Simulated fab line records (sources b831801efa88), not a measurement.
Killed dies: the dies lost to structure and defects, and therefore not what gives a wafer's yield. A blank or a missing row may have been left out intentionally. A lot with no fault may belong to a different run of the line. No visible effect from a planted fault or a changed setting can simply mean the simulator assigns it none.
fab line records	flow sky130
record lots=5	wafers=15	last_day=49
route steps=708 shown METAL2@493 VIA2@507 METAL3@532 PAD_OPEN@708
lots that met no fault: from a run of the same line without faults
start_h: start of the lot's first displayed wafer, in hours after the record's first day	wait_h: hours since the lot's step before	" repeats the value in the row above	L1.1+2: one row covering several wafers at once	- no value, or no start was given	* or withheld: withheld	< > ~ a bound
route shown NAME@n: NAME is a module with steps in the file, n the number in the route of the first one	usual: mean/standard deviation of fault-free wafers	same: alike in all rows	chamber/n: place in a boat	sites: each site's reading	_std_site: standard deviation across them	_edge_site: inner sites' mean taken away from outer sites' mean	radius_mm: how far each site lies from the wafer's centre	mask NAME#n: copy n	behind: the tool/chamber that last shaped the wafer	hold: cause of the lot's hold/its duration in hours/its outcome	device: the n, p or np transistor that did not switch	end of line: at the end of the route, the tests of the same wafers	for a step that has no rows: nothing shown but its recipe	killed: the dies lost at the first sort to structure and to defects; this is not the yield of the wafer	map: shows each die of a wafer: x if killed, . if not, _ if none is there
set.NAME: the run value of the setting; set.NAME@STEP: its run value at that earlier step	model.NAME: the simulator's own value behind a step, which no gauge read
certain route steps with their lots: each step a table, each wafer a row
services: from which hour (start_h, from the record's first day; less than 0 if before it) a tool's chamber was out of use, for how many hours, and why
## steps
# step SKY_METAL2_COAT_10
# recipe resist=KrF-thick	spin_rpm=3000	resist_thk_nm=450
# step SKY_METAL2_SOFTBAKE_11
# recipe temp_c=100	time_s=90	resist=KrF-thick
# step SKY_METAL2_EXPOSE_12
# recipe mask_id=MM2	na=0.8	source_shape=annular	sigma_inner=0.55	sigma_outer=0.85	target_cd_nm=140	dose_mj=28
# step SKY_METAL2_PEB_13
# recipe peb_temp_c=withheld	peb_time_s=withheld	resist=KrF-thick
# step SKY_METAL2_DEVELOP_14
# recipe develop_time_s=60	resist=KrF-thick	dev_temp_c=21
# step SKY_METAL2_CD_MEAS_15
# recipe target_cd_nm=140
# usual cd_nm=140.3/1.6
lot.wafer	tool	chamber	start_h	wait_h	cd_nm
L840.1	cd_sem-01	-	830.79	-	139.4
L840.5	"	-	"	"	140.1
L840.6	"	-	"	"	139.7
L842.2	cd_sem-02	-	857.01	-	139.8
L842.4	"	-	"	"	138.8
L842.5	"	-	"	"	139.5
L845.4	cd_sem-01	-	878.25	-	138.3
L845.5	"	-	"	"	140.4
L845.6	"	-	"	"	139.2
L851.1	cd_sem-02	-	924.11	-	138.6
L851.2	"	-	"	"	137.5
L851.3	"	-	"	"	137.3
L854.2	cd_sem-02	-	940.56	-	143.0
L854.4	"	-	"	"	142.2
L854.5	"	-	"	"	142.3
# step SKY_METAL2_OVL_MEAS_16
# usual METAL2_OVL=2/5.4
lot.wafer	tool	chamber	start_h	wait_h	METAL2_OVL[nm]
L840.1	overlay-01	-	830.91	0.1	-6
L840.5	"	-	"	"	-10
L840.6	"	-	"	"	-6
L842.2	overlay-01	-	857.11	0.1	8
L842.4	"	-	"	"	10
L842.5	"	-	"	"	-3
L845.4	overlay-02	-	878.33	0.1	-1
L845.5	"	-	"	"	2
L845.6	"	-	"	"	0
L851.1	overlay-02	-	924.23	0.1	3
L851.2	"	-	"	"	-8
L851.3	"	-	"	"	3
L854.2	overlay-02	-	940.66	0.1	4
L854.4	"	-	"	"	7
L854.5	"	-	"	"	8
# step SKY_METAL2_DESCUM_17
# recipe chemistry=O2	source_power_w=150	bias_power_w=0	pressure_mtorr=10	temp_c=40	time_s=8
# step SKY_METAL2_ETCH_18
# recipe chemistry=N2/H2	target=BARC	ion_energy_ev=200	bias_w=100	pressure_mtorr=30	n2_flow_sccm=100	h2_flow_sccm=200	icp_w=500	stop_on=SiO2	time_s=45.9	target_depth_a=600
# step SKY_METAL2_METAL_ETCH_19
# recipe target_depth_a=3600	stop_on=SiO2	over_etch_frac=0.3	time_s=78	chemistry=Cl2/BCl3	resist_sidewall_deg=88	pressure_mtorr=10	icp_w=900	bias_w=48.5	Cl2_flow_sccm=60	bcl3_flow_sccm=30
# usual bcl3_flow_sccm=30.01/0.084	drypump_motor_current_A=5.5/0.48	oes_product_au=0.855/0.007	throttle_valve_pct=22.265/0.0092
lot.wafer	tool	chamber	start_h	wait_h	bcl3_flow_sccm	drypump_motor_current_A	oes_product_au	rf_hours_counter_h	throttle_valve_pct
L840.1	rie_metal-01	1	831.04	0.0	30.04	5.5	0.858	11	22.254
L840.5	"	1	"	"	29.98	5.5	0.861	-	22.279
L840.6	"	0	"	"	30.10	6.1	0.864	-	22.277
L842.2	rie_metal-03	1	857.24	0.0	29.93	6.2	0.872	11	22.267
L842.4	"	1	"	"	29.97	6.2	0.851	-	22.274
L842.5	"	1	"	"	29.92	6.2	0.852	-	22.263
L845.4	rie_metal-03	0	878.47	0.1	30.06	5.1	0.864	-	22.271
L845.5	"	1	"	"	29.97	6.2	0.866	-	22.263
L845.6	"	0	"	"	30.04	5.1	0.855	-	22.263
L851.1	rie_metal-03	0	924.36	0.0	30.01	5.1	0.864	6	22.268
L851.2	"	1	"	"	30.12	6.2	0.870	14	22.263
L851.3	"	0	"	"	30.01	5.1	0.832	-	22.262
L854.2	rie_metal-01	1	940.79	0.0	30.02	5.5	0.854	16	22.271
L854.4	"	0	"	"	30.02	6.1	0.850	-	22.272
L854.5	"	0	"	"	30.03	6.1	0.850	-	22.266
# step SKY_METAL2_STRIP_20
# recipe chemistry=O2/N2	power_w=1400	pressure_mtorr=1500	platen_temp_c=withheld	o2_flow_sccm=3000	n2_flow_sccm=300	overash_fraction=0.5
# usual drypump_motor_current_A=5.7/0.47	oes_product_au=0.342/0.0048	strip_time_to_endpoint_s=2.68/0.063
lot.wafer	tool	chamber	start_h	wait_h	drypump_motor_current_A	oes_product_au	rf_hours_counter_h	strip_time_to_endpoint_s
L840.1	plasma_asher-01	0	831.13	0.1	5.0	0.343	72	2.79
L840.5	"	0	"	"	5.0	0.354	-	2.78
L840.6	"	1	"	"	5.8	0.344	-	2.66
L842.2	plasma_asher-03	0	857.33	0.1	5.1	0.343	42	2.64
L842.4	"	0	"	"	5.1	0.339	-	2.60
L842.5	"	0	"	"	5.0	0.337	-	2.64
L845.4	plasma_asher-03	1	878.56	0.1	5.7	0.345	-	2.76
L845.5	"	0	"	"	5.0	0.334	-	2.72
L845.6	"	1	"	"	5.7	0.346	-	2.75
L851.1	plasma_asher-01	1	924.45	0.1	5.8	0.349	81	2.75
L851.2	"	0	"	"	5.0	0.349	81	2.64
L851.3	"	1	"	"	5.7	0.353	-	2.76
L854.2	plasma_asher-02	0	940.88	0.1	6.3	0.349	115	2.71
L854.4	"	1	"	"	5.6	0.340	-	2.58
L854.5	"	0	"	"	6.4	0.336	-	2.62
# step SKY_METAL2_STRIP_21
# recipe chemistry=post_etch_residue_remover	time_s=1200	temp_c=72.5
# step SKY_METAL2_CLEAN_22
# recipe chemistry=IPA	time_s=180	temp_c=25
lot.wafer	tool	chamber	start_h	wait_h
L840.1+5+6	wet_bench-04	2	831.60	0.0
L842.2+4+5	wet_bench-04	1	857.84	0.0
L845.4+5+6	wet_bench-03	0	878.97	0.0
L851.1+2+3	wet_bench-04	2	924.93	0.0
L854.2+4+5	wet_bench-03	3	941.32	0.0
# step SKY_METAL2_CLEAN_23
# recipe chemistry=O3/DIW	dry=n2_spin
# step SKY_VIA2_HDPCVD_00
# recipe material=SiO2	target_thk_nm=1180	sigma_open_frac=0.3	time_s=196.7	temp_c=400	sih4_flow_sccm=60	pressure_mtorr=6
# step SKY_VIA2_THK_MEAS_01
# recipe reads=SiO2_of_VIA2_HDPCVD_00
# usual VIA2_HDPCVD_THK=1182/12
lot.wafer	tool	chamber	start_h	wait_h	VIA2_HDPCVD_THK[nm]
L840.1	film_metro-02	-	831.90	0.1	1189
L840.5	"	-	"	"	1196
L840.6	"	-	"	"	1201
L842.2	film_metro-03	-	858.13	0.1	1196
L842.4	"	-	"	"	1187
L842.5	"	-	"	"	1190
L845.4	film_metro-03	-	879.28	0.0	1167
L845.5	"	-	"	"	1184
L845.6	"	-	"	"	1178
L851.1	film_metro-02	-	925.21	0.1	1174
L851.2	"	-	"	"	1187
L851.3	"	-	"	"	1168
L854.2	film_metro-04	-	941.61	0.1	1189
L854.4	"	-	"	"	1189
L854.5	"	-	"	"	1186
# step SKY_VIA2_CMP_02
# recipe material=SiO2	down_force_psi=4	platen_rpm=60	pad_velocity_m_s=0.94248
# usual motor_current_A=12.3/1.3
lot.wafer	tool	chamber	start_h	wait_h	motor_current_A
L840.1	cmp-01	1	832.01	0.1	13.0
L840.6	"	0	"	"	13.8
L840.5	"	1	"	"	12.3
L842.4	cmp-01	3	858.23	0.1	11.5
L842.2	"	0	"	"	14.4
L842.5	"	3	"	"	11.8
L845.4	cmp-02	1	879.68	0.4	10.6
L845.6	"	2	"	"	15.2
L845.5	"	3	"	"	13.1
L851.3	cmp-02	1	925.32	0.1	10.9
L851.2	"	2	"	"	15.1
L851.1	"	3	"	"	12.6
L854.2	cmp-02	1	941.71	0.1	10.8
L854.4	"	2	"	"	13.8
L854.5	"	1	"	"	10.5
# step SKY_VIA2_BOW_MEAS_03
# recipe mode=bow
# usual VIA2_BOW=85/7.3
lot.wafer	tool	chamber	start_h	wait_h	VIA2_BOW[um]
L840.1	film_metro-03	-	832.26	0.2	92
L840.5	"	-	"	"	92
L840.6	"	-	"	"	91
L842.2	film_metro-03	-	858.50	0.2	100
L842.4	"	-	"	"	100
L842.5	"	-	"	"	96
L845.4	film_metro-04	-	879.89	0.2	88
L845.5	"	-	"	"	96
L845.6	"	-	"	"	65
L851.1	film_metro-04	-	925.57	0.1	79
L851.2	"	-	"	"	79
L851.3	"	-	"	"	86
L854.2	film_metro-03	-	941.98	0.2	74
L854.4	"	-	"	"	74
L854.5	"	-	"	"	68
# step SKY_VIA2_DEHYDRATE_04
# recipe temp_c=200	time_s=60
# step SKY_VIA2_HMDS_05
# recipe prime_time_s=60	prime_temp_c=120
# step SKY_VIA2_COAT_06
# recipe resist=BARC	temp_c=withheld	time_s=withheld	spin_rpm=3000	resist_thk_nm=60
# step SKY_VIA2_COAT_07
# recipe resist=KrF-thick	spin_rpm=3000	resist_thk_nm=450
# step SKY_VIA2_SOFTBAKE_08
# recipe temp_c=100	time_s=90	resist=KrF-thick
# step SKY_VIA2_EXPOSE_09
# recipe mask_id=VIM2	na=0.8	source_shape=annular	sigma_inner=0.55	sigma_outer=0.85	target_cd_nm=200	dose_mj=38
# step SKY_VIA2_PEB_10
# recipe peb_temp_c=withheld	peb_time_s=withheld	resist=KrF-thick
# step SKY_VIA2_DEVELOP_11
# recipe develop_time_s=60	resist=KrF-thick	dev_temp_c=21
# step SKY_VIA2_CD_MEAS_12
# recipe target_cd_nm=200
# usual cd_nm=199.6/1.6
lot.wafer	tool	chamber	start_h	wait_h	cd_nm
L840.1	cd_sem-01	-	859.53	-	199.7
L840.5	"	-	"	"	198.5
L840.6	"	-	"	"	199.8
L842.2	cd_sem-01	-	883.50	-	199.0
L842.4	"	-	"	"	200.5
L842.5	"	-	"	"	199.6
L845.4	cd_sem-01	-	904.62	-	198.9
L845.5	"	-	"	"	200.7
L845.6	"	-	"	"	200.4
L851.1	cd_sem-02	-	951.26	-	197.7
L851.2	"	-	"	"	197.1
L851.3	"	-	"	"	197.6
L854.2	cd_sem-02	-	966.48	-	197.7
L854.4	"	-	"	"	199.0
L854.5	"	-	"	"	198.6
# step SKY_VIA2_OVL_MEAS_13
# usual VIA2_OVL=3/5.4
lot.wafer	tool	chamber	start_h	wait_h	VIA2_OVL[nm]
L840.1	overlay-02	-	859.65	0.1	6
L840.5	"	-	"	"	3
L840.6	"	-	"	"	11
L842.2	overlay-02	-	883.60	0.1	4
L842.4	"	-	"	"	0
L842.5	"	-	"	"	7
L845.4	overlay-01	-	904.70	0.1	5
L845.5	"	-	"	"	9
L845.6	"	-	"	"	8
L851.1	overlay-02	-	951.38	0.1	-7
L851.2	"	-	"	"	-1
L851.3	"	-	"	"	-3
L854.2	overlay-02	-	966.59	0.1	-1
L854.4	"	-	"	"	0
L854.5	"	-	"	"	-1
# step SKY_VIA2_ETCH_14
# recipe chemistry=N2/H2	target=BARC	ion_energy_ev=200	source_w=500	bias_w=100	pressure_mtorr=30	n2_flow_sccm=100	h2_flow_sccm=200	stop_on=SiO2	time_s=45.9	target_depth_a=600
# step SKY_VIA2_ETCH_15
# recipe target=SiO2	chemistry=C4F8/O2/Ar	target_depth_nm=546	stop_on=TiN	mask_material=KrF-thick	source_w=1500	bias_w=1200	pressure_mtorr=40	c4f8_flow_sccm=withheld	O2_flow_sccm=6	Ar_flow_sccm=300	time_s=84
# step SKY_VIA2_STRIP_16
# recipe chemistry=O2/N2	power_w=1400	pressure_mtorr=1500	platen_temp_c=withheld	o2_flow_sccm=3000	n2_flow_sccm=300	overash_fraction=0.5
# usual drypump_motor_current_A=5.6/0.38	oes_product_au=0.399/0.005	strip_time_to_endpoint_s=4.037/0.029
lot.wafer	tool	chamber	start_h	wait_h	drypump_motor_current_A	oes_product_au	rf_hours_counter_h	strip_time_to_endpoint_s
L840.1	plasma_asher-03	0	859.79	0.0	5.1	0.386	43	3.989
L840.5	"	0	"	"	5.1	0.392	-	3.989
L840.6	"	1	"	"	5.7	0.401	-	3.986
L842.2	plasma_asher-03	0	883.74	0.0	5.0	0.396	45	3.979
L842.4	"	1	"	"	5.7	0.395	-	4.035
L842.5	"	0	"	"	5.0	0.397	-	4.010
L845.4	plasma_asher-04	1	904.86	0.1	5.8	0.394	-	4.060
L845.5	"	0	"	"	6.0	0.400	-	4.071
L845.6	"	1	"	"	5.8	0.401	-	4.065
L851.1	plasma_asher-01	0	951.52	0.0	4.9	0.398	84	4.060
L851.2	"	1	"	"	5.8	0.385	84	4.043
L851.3	"	1	"	"	5.8	0.397	-	4.026
L854.2	plasma_asher-04	1	966.72	0.0	5.8	0.406	17	4.031
L854.4	"	1	"	"	5.8	0.404	-	4.012
L854.5	"	1	"	"	5.8	0.401	-	4.032
# step SKY_VIA2_STRIP_17
# recipe chemistry=post_etch_residue_remover	time_s=1200	temp_c=72.5
# step SKY_VIA2_CLEAN_18
# recipe chemistry=IPA	time_s=180	temp_c=25
# step SKY_VIA2_CLEAN_19
# recipe chemistry=O3/DIW	dry=n2_spin
# step SKY_VIA2_SPUTTER_20
# recipe material=TiN	target_thk_nm=20	chamber_pressure_pa=5	power_w=4000	time_s=80
# step SKY_VIA2_CVD_21
# recipe material=W	target_thk_nm=420	time_s=126.4	temp_c=400	pressure_torr=40
# step SKY_VIA2_RS_MEAS_22
# recipe thk_meas_gauge=four-point-probe	reads=W_of_VIA2_CVD_21+TiN_of_VIA2_SPUTTER_20
# usual VIA2_W_RS=0.2721/0.0027
lot.wafer	tool	chamber	start_h	wait_h	VIA2_W_RS[ohm/sq]
L840.1	film_metro-04	-	860.58	0.1	0.2734
L840.5	"	-	"	"	0.2757
L840.6	"	-	"	"	0.2705
L842.2	film_metro-03	-	884.54	0.1	0.2714
L842.4	"	-	"	"	0.2707
L842.5	"	-	"	"	0.2724
L845.4	film_metro-03	-	905.67	0.1	0.2714
L845.5	"	-	"	"	0.2695
L845.6	"	-	"	"	0.2700
L851.1	film_metro-04	-	952.31	0.1	0.2673
L851.2	"	-	"	"	0.2726
L851.3	"	-	"	"	0.2740
L854.2	film_metro-03	-	967.53	0.1	0.2771
L854.4	"	-	"	"	0.2706
L854.5	"	-	"	"	0.2687
# step SKY_VIA2_THK_MEAS_23
# recipe thk_meas_gauge=xrf	reads=W_of_VIA2_CVD_21
# usual VIA2_W_THK=430/7.2
lot.wafer	tool	chamber	start_h	wait_h	VIA2_W_THK[nm]
L840.1	film_metro-04	-	860.70	0.1	416
L840.5	"	-	"	"	412
L840.6	"	-	"	"	425
L842.2	film_metro-03	-	884.65	0.1	439
L842.4	"	-	"	"	441
L842.5	"	-	"	"	437
L845.4	film_metro-03	-	905.76	0.1	439
L845.5	"	-	"	"	441
L845.6	"	-	"	"	443
L851.1	film_metro-04	-	952.43	0.1	429
L851.2	"	-	"	"	417
L851.3	"	-	"	"	417
L854.2	film_metro-03	-	967.64	0.1	428
L854.4	"	-	"	"	438
L854.5	"	-	"	"	443
# step SKY_VIA2_CMP_24
# recipe stop_on=SiO2	t_overpolish_s=20	down_force_psi=3.5	platen_rpm=60	target_thk_nm=0	pad_velocity_m_s=0.94248
# step SKY_METAL3_SPUTTER_00
# recipe material=Ti	target_thk_nm=15	power_w=3000	time_s=10	chamber_pressure_pa=0.4
# step SKY_METAL3_SPUTTER_01
# recipe material=TiN	target_thk_nm=20	power_w=6500	time_s=16.7	chamber_pressure_pa=0.4
# step SKY_METAL3_SPUTTER_02
# recipe material=AlCu	target_thk_nm=735	power_w=10600	time_s=39.1	chamber_pressure_pa=0.4
# usual cathode_dc_power_W=10600/1.9	throttle_valve_pct=30.3/1.1
lot.wafer	tool	chamber	start_h	wait_h	cathode_dc_power_W	throttle_valve_pct
L840.1	pvd_sputter-02	-	861.11	0.0	10604	30.0
L840.5	"	-	"	"	10599	29.9
L840.6	"	-	"	"	10600	28.1
L842.2	pvd_sputter-01	-	887.91	0.0	10597	31.2
L842.4	"	-	"	"	10600	31.0
L842.5	"	-	"	"	10602	31.0
L845.4	pvd_sputter-03	-	906.13	0.0	10599	32.0
L845.5	"	-	"	"	10603	29.0
L845.6	"	-	"	"	10599	31.2
L851.1	pvd_sputter-03	-	952.84	0.0	10601	31.8
L851.2	"	-	"	"	10601	28.9
L851.3	"	-	"	"	10600	31.0
L854.2	pvd_sputter-02	-	968.03	0.0	10602	31.3
L854.4	"	-	"	"	10600	30.0
L854.5	"	-	"	"	10600	31.2
# step SKY_PAD_OPEN_PROBE_99
# usual defect_limited_yield=82.6/1.9	killed_at_M0_to_M3=43/7.3	killed_at_M4_up=3.0/2	killed_at_contacts=24/5.2	killed_at_front_end=15/4.4	killed_at_other=0.2/0.48	killed_dies=86/9.1	killed_open=47/7.3	killed_short=38/6.4	sort_bin_3_pad_short=0.8/0.38	sort_bin_5_function=10.5/1.4	sort_bin_6_memory=6.1/1.1	sort_n_pass=406/9.1	sort_yield_pct=82.6/1.9
# same gross_dies=492	killed_at_back_side=0	sort_bin_4_leakage[%]=0	sort_bin_8_speed[%]=0
lot.wafer	tool	chamber	start_h	wait_h	defect_limited_yield[%]	killed_at_M0_to_M3	killed_at_M4_up	killed_at_contacts	killed_at_front_end	killed_at_other	killed_dies	killed_open	killed_short	sort_bin_3_pad_short[%]	sort_bin_5_function[%]	sort_bin_6_memory[%]	sort_n_pass	sort_yield_pct[%]	model.etest.tester.sort_n_pass	model.etest.tester.sort_yield_pct	model.etest.tester.sort_bin_5_pct	model.etest.tester.sort_bin_3_pct
L840.1	prober-01	-	1083.84	0.1	85.0	35	3	21	15	0	74	44	30	0.4	9.3	5.3	418	85.0	418	84.96	9.35	0.4065
L840.5	prober-01	-	1084.04	0.2	80.9	55	1	25	13	0	94	51	43	0.6	11.8	6.7	398	80.9	398	80.89	11.79	0.6098
L840.6	prober-01	-	1084.09	0.2	80.9	47	5	32	10	0	94	40	54	1.2	10.8	7.1	398	80.9	398	80.89	10.77	1.22
L842.2	prober-01	-	1105.30	0.1	78.5	53	6	29	18	0	106	63	43	0.6	15.2	5.7	386	78.5	386	78.46	15.24	0.6098
L842.4	prober-01	-	1105.40	0.2	80.5	52	3	19	22	0	96	55	41	0.8	12.2	6.5	396	80.5	396	80.49	12.2	0.813
L842.5	prober-01	-	1105.45	0.2	84.6	39	1	18	17	1	76	39	37	1.2	8.9	5.3	416	84.6	416	84.55	8.943	1.22
L845.4	prober-02	-	1117.61	0.2	80.5	48	1	25	22	0	96	63	32	0.6	11.0	7.9	396	80.5	396	80.49	10.98	0.6098
L845.5	prober-02	-	1117.66	0.2	81.3	53	2	24	13	0	92	42	50	0.8	11.8	6.1	400	81.3	400	81.3	11.79	0.813
L845.6	prober-02	-	1117.71	0.2	80.5	60	4	20	12	0	96	60	36	0.2	11.0	8.3	396	80.5	396	80.49	10.98	0.2033
L851.1	prober-02	-	1154.81	0.1	82.5	38	3	27	18	0	86	43	42	1.4	9.6	6.5	406	82.5	406	82.52	9.553	1.423
L851.2	prober-02	-	1154.86	0.1	81.3	44	4	30	14	0	92	44	46	0.6	11.4	6.7	400	81.3	400	81.3	11.38	0.6098
L851.3	prober-02	-	1154.91	0.2	84.6	41	0	25	10	0	76	43	33	0.8	8.3	6.3	416	84.6	416	84.55	8.333	0.813
L854.2	prober-01	-	1166.09	0.1	76.6	91	0	15	9	0	115	38	27	2.8	14.4	6.1	377	76.6	377	76.63	14.43	2.846
L854.4	prober-01	-	1166.19	0.2	72.0	107	3	17	11	0	138	41	45	3.3	17.7	7.1	354	72.0	354	71.95	17.68	3.252
L854.5	prober-01	-	1166.24	0.2	72.8	92	3	20	17	2	134	38	40	2.6	17.5	7.1	358	72.8	358	72.76	17.48	2.642
# killed by level:class
L840.1 VIA1:geometric_particle:open=13 CONTACT:geometric_particle:open=11 POLY_GATE:geometric_particle:short=6 METAL1:geometric_particle:short=4 POLY_GATE:geometric_particle:open=3 LI_CONTACT:geometric_particle:open=3 VIA1:geometric_particle:short=3 VIA2:geometric_particle:open=3
L840.5 VIA1:geometric_particle:open=15 VIA1:geometric_particle:short=8 LI_CONTACT:geometric_particle:open=7 VIA3:geometric_particle:open=6 CONTACT:geometric_particle:open=6 CONTACT:geometric_particle:short=6 METAL1:geometric_particle:short=6 VIA2:geometric_particle:open=5
L840.6 METAL2:geometric_particle:short=9 LOCAL_INTERCONNECT:geometric_particle:short=9 CONTACT:geometric_particle:open=8 VIA3:geometric_particle:open=8 LI_CONTACT:geometric_particle:open=7 VIA1:geometric_particle:open=7 VIA1:geometric_particle:short=6 VIA2:geometric_particle:open=4
L842.2 VIA1:geometric_particle:open=18 CONTACT:geometric_particle:open=10 LI_CONTACT:geometric_particle:open=7 VIA3:geometric_particle:open=7 VIA2:geometric_particle:open=7 FIELD_ISO:geometric_particle:short=5 SPACER:geometric_particle:short=4 LOCAL_INTERCONNECT:geometric_particle:short=4
L842.4 VIA3:geometric_particle:open=12 VIA2:geometric_particle:open=11 CONTACT:geometric_particle:open=8 VIA1:geometric_particle:open=8 METAL2:geometric_particle:short=8 FIELD_ISO:geometric_particle:short=7 LI_CONTACT:geometric_particle:open=6 METAL1:geometric_particle:short=6
L842.5 VIA1:geometric_particle:open=8 LI_CONTACT:geometric_particle:open=6 SPACER:geometric_particle:short=5 CONTACT:geometric_particle:open=5 VIA2:geometric_particle:open=5 VIA3:geometric_particle:open=5 POLY_GATE:geometric_particle:short=4 LOCAL_INTERCONNECT:geometric_particle:short=4
L845.4 VIA1:geometric_particle:open=11 LI_CONTACT:geometric_particle:open=10 CONTACT:geometric_particle:open=9 METAL1:geometric_particle:short=8 POLY_GATE:geometric_particle:open=6 FIELD_ISO:geometric_particle:open=5 VIA3:geometric_particle:open=5 METAL1:geometric_particle:open=4
L845.5 METAL1:geometric_particle:short=18 CONTACT:geometric_particle:open=10 LI_CONTACT:geometric_particle:open=8 VIA1:geometric_particle:short=5 VIA1:geometric_particle:open=5 VIA3:geometric_particle:open=5 POLY_GATE:geometric_particle:short=4 VIA2:geometric_particle:short=4
L845.6 VIA1:geometric_particle:open=14 VIA2:geometric_particle:open=11 CONTACT:geometric_particle:open=9 LI_CONTACT:geometric_particle:open=7 VIA3:geometric_particle:open=7 METAL2:geometric_particle:short=6 METAL1:geometric_particle:short=6 CONTACT:geometric_particle:short=4
L851.1 CONTACT:geometric_particle:open=11 VIA1:geometric_particle:open=11 LI_CONTACT:geometric_particle:open=7 METAL2:geometric_particle:short=6 VIA3:geometric_particle:open=6 FIELD_ISO:geometric_particle:short=5 FIELD_ISO:geometric_particle:open=5 POLY_GATE:geometric_particle:short=4
L851.2 VIA1:geometric_particle:open=13 CONTACT:geometric_particle:open=12 VIA1:geometric_particle:short=7 METAL2:geometric_particle:short=7 LOCAL_INTERCONNECT:geometric_particle:short=6 LI_CONTACT:geometric_particle:short=5 POLY_GATE:geometric_particle:short=4 LI_CONTACT:geometric_particle:open=4
L851.3 CONTACT:geometric_particle:open=9 VIA1:geometric_particle:open=8 LI_CONTACT:geometric_particle:open=7 VIA2:geometric_particle:open=7 VIA1:geometric_particle:short=6 CONTACT:geometric_particle:short=5 VIA3:geometric_particle:open=5 METAL1:geometric_particle:short=4
L854.2 METAL2:unspecified=50 VIA1:geometric_particle:open=10 VIA2:geometric_particle:open=7 LI_CONTACT:geometric_particle:open=6 METAL3:geometric_particle:open=5 FIELD_ISO:geometric_particle:short=4 METAL1:geometric_particle:short=4 VIA1:geometric_particle:short=4
L854.4 METAL2:unspecified=52 VIA1:geometric_particle:open=10 METAL2:geometric_particle:short=8 METAL1:geometric_particle:short=7 VIA3:geometric_particle:open=7 VIA2:geometric_particle:open=6 LI_CONTACT:geometric_particle:open=5 VIA3:geometric_particle:short=5
L854.5 METAL2:unspecified=56 VIA1:geometric_particle:open=8 POLY_GATE:geometric_particle:short=8 CONTACT:geometric_particle:open=8 METAL2:geometric_particle:short=7 CONTACT:geometric_particle:short=6 POLY_GATE:geometric_particle:open=5 METAL3:geometric_particle:short=5
# map L854.4 (x killed, . not)
__________...x......_________
________.....x...x.xx._______
______..xxxx.........x.x_____
_____........x..x........____
____x..x....x...xx..x.x..x___
___.....x..................__
__..x................x..x..._
_x.....x.......x...x...xx.xxx
_..xxx....x..x.x..xx.........
_................xxxxx.x..x..
_.xx.....x..x...xxxxxxxx..x..
_x.......x......xxxxxxxx.x..x
_x.x.xx.......xx.xxxxxxxxx..x
_x...x............xxxxxxx..x.
_x.x.x.xx.......xx.xxxxxx.x.x
__..x..............xxx..xx.._
___...x..................x.__
____x...x.......x...x...x.___
_____...x........x.......____
______.......x......x..._____
________.....x.xx..xx._______
__________........x._________
# map L845.4 (x killed, . not)
__________..xx...x.._________
________......x......._______
______.......x........x._____
_____.xx.......x........x____
____..x.......x.........x.___
___...x....x..x..x......x.x__
__x..xx...x.......xx.....x.._
_..........x..xx.x........x..
_...x..x...............x.....
_....xx..x......x..xx.....x..
_.....x.xx..xx...x......x....
_x...........x...x..x..xxx...
_.....x...x...xxx............
_.x............xx..x.x..x.xx.
_.x.....x..x.x....x..x.......
__.........x...x......x....._
___.............x...x..x...__
____....x..............x.x___
_____..x.x....xx..xx....x____
______............xx..x._____
________...........x.x_______
__________......x..._________
## services
tool	chamber	start_h	hours	kind
plasma_asher-03	-	810.93	2.8	pm
rie_metal-01	0	816.00	6.2	repair
cmp-02	-	823.11	11.2	repair
cmp-01	-	834.58	0.5	repair
pvd_sputter-03	-	839.46	1.6	repair
cmp-01	-	863.43	74.2	repair
plasma_asher-04	-	874.93	2.8	pm
plasma_asher-01	-	878.16	2.8	repair
cmp-02	-	883.65	3.6	repair
plasma_asher-04	-	886.86	0.9	repair
plasma_asher-04	-	887.14	0.8	repair
plasma_asher-04	-	896.30	5.5	repair
cmp-01	-	911.60	1.1	repair
pvd_sputter-02	-	917.59	2.4	repair
rie_metal-03	-	925.46	0.2	repair
plasma_asher-02	-	931.70	6.1	repair
pvd_sputter-01	-	932.81	21.8	repair
plasma_asher-04	-	936.10	0.7	repair
cmp-01	-	937.63	3.0	pm
cmp-01	-	938.76	2.1	repair
cmp-01	-	940.89	4.0	pm
plasma_asher-01	-	952.51	1.2	repair
plasma_asher-04	-	958.26	5.8	repair
cmp-01	-	962.84	2.2	repair
## key
first_sign step=SKY_PAD_OPEN_PROBE_99	reading=killed_at_M0_to_M3	direction=up	sigmas=7.3	usual=43	struck=97
effect step=SKY_PAD_OPEN_PROBE_99	reading=sort_bin_3_pad_short	direction=up	sigmas=5.6	usual=0.8	struck=2.9
model_effect step=SKY_PAD_OPEN_PROBE_99	value=etest.tester.sort_n_pass	without=409.7	struck=363
met_at SKY_METAL2_CLEAN_22
struck_wafers L854.2,L854.4,L854.5
also_fits time
fault kind=chamber_particle_source	tool=wet_bench-03	chamber=3	onset_h=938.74	steps=SKY_METAL2_CLEAN_22	rate_per_visit_cm2=0.70892	end_h=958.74
